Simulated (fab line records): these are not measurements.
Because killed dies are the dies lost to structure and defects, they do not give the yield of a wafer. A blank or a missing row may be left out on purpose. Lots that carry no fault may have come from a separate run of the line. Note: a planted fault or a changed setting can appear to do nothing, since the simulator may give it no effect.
Comparing a struck lot with a sound one / flow sfq_line / 14 out of 325 route steps
Sound: wafers L225.1, L225.2, L225.3. Struck: wafer L236.5. (L236.1, L236.3 of the same lot were not struck and are left out.) The cause comes at the end.
Order at every step that has rows: each side's tool, ch and its chambers, its first start. Under that, the readings that differ: sound wafers / struck wafers / difference of the means / sigmas: that difference in standard deviations of wafers without a fault.
alike: readings whose means differ by less than 2 such deviations, and words and numbers that are the same on both sides. not compared: withheld readings, readings that some wafer has no value for, bounds like >300 that may hide the same value, and numbers for which the record gives no deviation and whose values overlap.
The two part at a step that has a row with sigmas, a row that says differs or no value, or rows on one side only. Numbers that don't overlap but have no deviation are shown without sigmas and don't part them. A reading missing from all wafers of one side parts the sides only when that side holds two or more wafers.

SFQ_TRILAYER_I4_DEP_PECVD_099: deposits SiO2 from SiH4/N2O, time 111.11 s, target thk 500 nm.
  sound on pecvd-04 ch 0,1,2, day 45 18:29; struck on pecvd-03 ch 2, day 49 19:36
  alike: heater_power_w, rf_fwd_power_W, throttle_valve_pct
SFQ_TRILAYER_I4_CMP_CMP_100: polishes SiO2.
  sound on cmp-01 ch 0,1,2, day 46 01:49; struck on cmp-02 ch 3, day 50 20:36
  alike: edge_zone_pressure_frac, motor_current_A, time_to_endpoint_s
SFQ_I4_BOW_MEAS_927:
  sound on film_metro-01, day 46 04:19; struck on film_metro-03, day 50 22:06
  alike: I4_BOW
SFQ_TRILAYER_I4_METRO_MEASURE_101:
  sound on film_metro-01, day 46 04:26; struck on film_metro-03, day 50 22:13
  alike: thk_nm
then, 6 steps without rows for these wafers: SFQ_TRILAYER_I4_VIA_LITHO_COAT_108 (resist thk 62 nm); SFQ_TRILAYER_I4_VIA_LITHO_COAT_103 (resist thk 650 nm); SFQ_TRILAYER_I4_VIA_LITHO_SOFTBAKE_107; SFQ_TRILAYER_I4_VIA_LITHO_EXPOSE_104 (exposes mask I4, target cd 700 nm); SFQ_TRILAYER_I4_VIA_LITHO_PEB_106 (peb time 60 s); SFQ_TRILAYER_I4_VIA_LITHO_DEVELOP_105 (time 60 s).
-- the record jumps here: 6 days lie between the struck wafers' starts before and after --
SFQ_I4_OVL_MEAS_928:
  sound on overlay-01, day 52 08:52; struck on overlay-02, day 56 17:13
  alike: I4_OVL
SFQ_TRILAYER_I4_VIA_BARC_OPEN_VIA_ETCH_146: etches BARC in O2, target depth 125 nm, time 41.7 s.
  sound on rie_diel-02 ch 0,2,3, day 52 08:54; struck on rie_diel-02 ch 2, day 56 17:15
  alike: bias_w, drypump_motor_current_A, oes_product_au, rf_fwd_power_W
  not compared: rf_hours_counter_h
SFQ_TRILAYER_I4_VIA_ETCH_VIA_ETCH_106: etches SiO2 in CHF3, stops on Nb, target depth 260 nm.
  sound on rie_diel-02 ch 0,2,3, day 52 08:56; struck on rie_diel-02 ch 2, day 56 17:17
reading=bias_w (W); sound=80.03 79.46 79.89; struck=80.34; difference=+0.55; sigmas=+2
reading=oes_product_au (a.u.); sound=0.866 0.858 0.863; struck=0.850; difference=-0.012; sigmas=-2
reading=rf_fwd_power_W (W); sound=498.1 498.6 498.3; struck=419.5; difference=-78.8; sigmas=-56
  alike: drypump_motor_current_A
SFQ_TRILAYER_I4_VIA_STRIP_STRIP_107: strips in O2.
  sound on rie_metal-02 ch 0,1, day 52 09:03; struck on rie_metal-02 ch 0, day 56 17:25
  alike: drypump_motor_current_A, oes_product_au
  not compared: rf_hours_counter_h

== WHERE THEY PART ==
SFQ_TRILAYER_I4_VIA_ETCH_VIA_ETCH_106 only, going by this record. Later steps at which nothing parts them and some readings are alike: SFQ_TRILAYER_I4_VIA_STRIP_STRIP_107.

WHY: what had been put in by the simulator
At SFQ_TRILAYER_I4_VIA_ETCH_VIA_ETCH_106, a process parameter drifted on rie_diel-02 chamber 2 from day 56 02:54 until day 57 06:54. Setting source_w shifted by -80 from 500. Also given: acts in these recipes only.
